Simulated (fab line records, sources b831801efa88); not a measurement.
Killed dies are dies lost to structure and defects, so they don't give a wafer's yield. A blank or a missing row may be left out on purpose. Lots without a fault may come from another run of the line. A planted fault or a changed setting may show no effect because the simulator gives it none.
Which tool did it? | flow gf180mcu | 13 lots, 39 wafers sampled, at 5 steps of a route of 602

WHAT THE GAUGES READ, wafer by wafer
GF_SALICIDE_THK_MEAS_05: measures by xrf.
lot  | measured     | on            | SALICIDE_TIN_THK (nm)
L386 | day 15 02:41 | film_metro-01 | 19.80 19.63 19.74
L387 | day 15 12:32 | film_metro-04 | 20.01 19.65 19.68
L389 | day 15 23:59 | film_metro-01 | 20.23 20.04 19.94
L390 | day 16 15:37 | film_metro-03 | 19.98 20.27 20.48
L391 | day 16 22:45 | film_metro-01 | 20.48 20.29 20.31
L393 | day 17 14:11 | film_metro-04 | 20.23 20.45 20.14
L394 | day 18 00:32 | film_metro-03 | 21.56 20.11 20.05 21.59 19.94 20.10
L396 | day 18 19:43 | film_metro-01 | 20.58 21.52 20.56 20.62 21.62 20.48
L405 | day 21 21:41 | film_metro-03 | 20.16 20.12 20.47
L406 | day 22 07:52 | film_metro-01 | 20.17 20.33 19.84
L407 | day 22 12:49 | film_metro-03 | 20.33 19.99 20.15
L408 | day 22 21:35 | film_metro-01 | 20.60 20.19 20.49
L409 | day 23 02:20 | film_metro-04 | 20.38 20.46 20.10

GF_CONTACT_BOW_MEAS_05.
lot  | measured     | on            | CONTACT_BOW (um)
L386 | day 15 03:35 | film_metro-01 | 77 67 66
L387 | day 15 13:29 | film_metro-03 | 63 77 75
L389 | day 16 00:53 | film_metro-01 | 64 70 52
L390 | day 16 16:30 | film_metro-01 | 62 73 67
L391 | day 16 23:40 | film_metro-01 | 53 50 64
L393 | day 17 15:04 | film_metro-01 | 68 57 72
L394 | day 18 02:31 | film_metro-02 | 69 76 77
L396 | day 19 03:11 | film_metro-01 | 58 66 72
L405 | day 21 22:35 | film_metro-03 | 59 74 59
L406 | day 22 08:46 | film_metro-02 | 70 75 67
L407 | day 22 13:44 | film_metro-03 | 67 55 54
L408 | day 22 22:29 | film_metro-01 | 63 71 71
L409 | day 23 03:15 | film_metro-02 | 75 64 59

GF_M1_CD_MEAS_14: target cd 230 nm.
lot  | measured     | on        | cd_nm (nm)
L386 | day 17 01:13 | cd_sem-01 | 228.6 228.9 227.9
L387 | day 17 11:33 | cd_sem-02 | 229.2 230.3 227.0
L389 | day 18 00:11 | cd_sem-01 | 229.5 229.2 229.7
L390 | day 18 17:01 | cd_sem-02 | 229.3 227.6 228.5
L391 | day 19 00:25 | cd_sem-02 | 231.7 230.8 229.4
L393 | day 19 16:34 | cd_sem-02 | 230.1 229.9 232.1
L394 | day 20 02:53 | cd_sem-01 | 228.8 229.5 230.0
L396 | day 20 22:47 | cd_sem-02 | 231.8 231.7 232.2
L405 | day 23 22:10 | cd_sem-02 | 229.3 230.8 230.0
L406 | day 24 07:46 | cd_sem-02 | 231.8 230.3 231.7
L407 | day 24 13:08 | cd_sem-01 | 230.8 231.0 230.8
L408 | day 24 21:13 | cd_sem-02 | 228.8 229.7 229.8
L409 | day 25 01:52 | cd_sem-02 | 227.9 229.3 229.8

WHICH TOOL RAN EACH LOT (tool, then ch and the chambers of the sampled wafers, then the start)
lot  | GF_SAB_ETCH_11                     | GF_SALICIDE_SPUTTER_03
L386 | rie_diel-03 ch 1,2,3, day 15 02:10 | pvd_sputter-03, day 15 02:32
L387 | rie_diel-01 ch 0,3, day 15 11:59   | pvd_sputter-02, day 15 12:22
L389 | rie_diel-02 ch 0,2, day 15 23:29   | pvd_sputter-03, day 15 23:51
L390 | rie_diel-01 ch 0,2,3, day 16 15:05 | pvd_sputter-02, day 16 15:27
L391 | rie_diel-01 ch 0,2, day 16 22:11   | pvd_sputter-04, day 16 22:35
L393 | rie_diel-01 ch 2,3, day 17 13:38   | pvd_sputter-04, day 17 14:02
L394 | rie_diel-03 ch 1,2, day 17 23:58   | pvd_sputter-04, day 18 00:23
L396 | rie_diel-01 ch 1,2, day 18 19:11   | pvd_sputter-04, day 18 19:33
L405 | rie_diel-01 ch 0,1,2, day 21 21:10 | pvd_sputter-03, day 21 21:32
L406 | rie_diel-03 ch 1,2,3, day 22 07:19 | pvd_sputter-04, day 22 07:42
L407 | rie_diel-01 ch 2,3, day 22 12:17   | pvd_sputter-04, day 22 12:40
L408 | rie_diel-03 ch 0,2,3, day 22 21:04 | pvd_sputter-04, day 22 21:26
L409 | rie_diel-02 ch 0,1,2, day 23 01:48 | pvd_sputter-02, day 23 02:10
- GF_SAB_ETCH_11: etches SiO2 in C4F8/O2/Ar, target depth 55 nm, time 8.5 s.
- GF_SALICIDE_SPUTTER_03: material TiN, target thk 20 nm, time 16.7 s.

WHAT THE TOOLS THEMSELVES READ (means of the sampled wafers that have a number; where no wafer has one, the mark that the record gives instead)
GF_SAB_ETCH_11.
lot  | tool        | bias_w (W) | oes_product_au (a.u.)
L386 | rie_diel-03 | 1200       | 1.010
L387 | rie_diel-01 | 1199       | 0.992
L389 | rie_diel-02 | 1198       | 0.983
L390 | rie_diel-01 | 1198       | 0.994
L391 | rie_diel-01 | 1193       | 0.997
L393 | rie_diel-01 | 1204       | 1.001
L394 | rie_diel-03 | 1202       | 1.010
L396 | rie_diel-01 | 1200       | 1.003
L405 | rie_diel-01 | 1198       | 1.001
L406 | rie_diel-03 | 1202       | 1.007
L407 | rie_diel-01 | 1201       | 0.998
L408 | rie_diel-03 | 1201       | 1.009
L409 | rie_diel-02 | 1199       | 0.995

GF_SALICIDE_SPUTTER_03.
lot  | tool           | throttle_valve_pct (%)
L386 | pvd_sputter-03 | 29.6
L387 | pvd_sputter-02 | 30.3
L389 | pvd_sputter-03 | 30.1
L390 | pvd_sputter-02 | 30.1
L391 | pvd_sputter-04 | 29.1
L393 | pvd_sputter-04 | 29.0
L394 | pvd_sputter-04 | 29.5
L396 | pvd_sputter-04 | 29.9
L405 | pvd_sputter-03 | 29.7
L406 | pvd_sputter-04 | 29.3
L407 | pvd_sputter-04 | 29.4
L408 | pvd_sputter-04 | 29.1
L409 | pvd_sputter-02 | 30.1

THE ANSWER, worked out from the rows above alone
Rule: what is usual is taken from the lots themselves. Put in order of their means at a reading, lots are off if they are a third of the lots or fewer, leave a main group of 4 or more, and stand apart from it by a gap of 3 or more times the standard deviation of the main group's means; of several such gaps the widest counts. A main group whose means are all the same, to the digits that the tables above print for the reading, isn't used. A lot without any number at a reading at which 4 lots or more have one is off too. The other lots that the step has rows for count as sound. The gauges are gone through in route order, then the tools' own readings, and for those a lot's mean is taken as printed above. The first step at which some lot is off is used, and at that step the reading that is off furthest; a lot without a number counts as furthest.
No lot is off at any reading shown: from this, nothing can be told.

WHAT THE SIMULATOR HAD PUT IN
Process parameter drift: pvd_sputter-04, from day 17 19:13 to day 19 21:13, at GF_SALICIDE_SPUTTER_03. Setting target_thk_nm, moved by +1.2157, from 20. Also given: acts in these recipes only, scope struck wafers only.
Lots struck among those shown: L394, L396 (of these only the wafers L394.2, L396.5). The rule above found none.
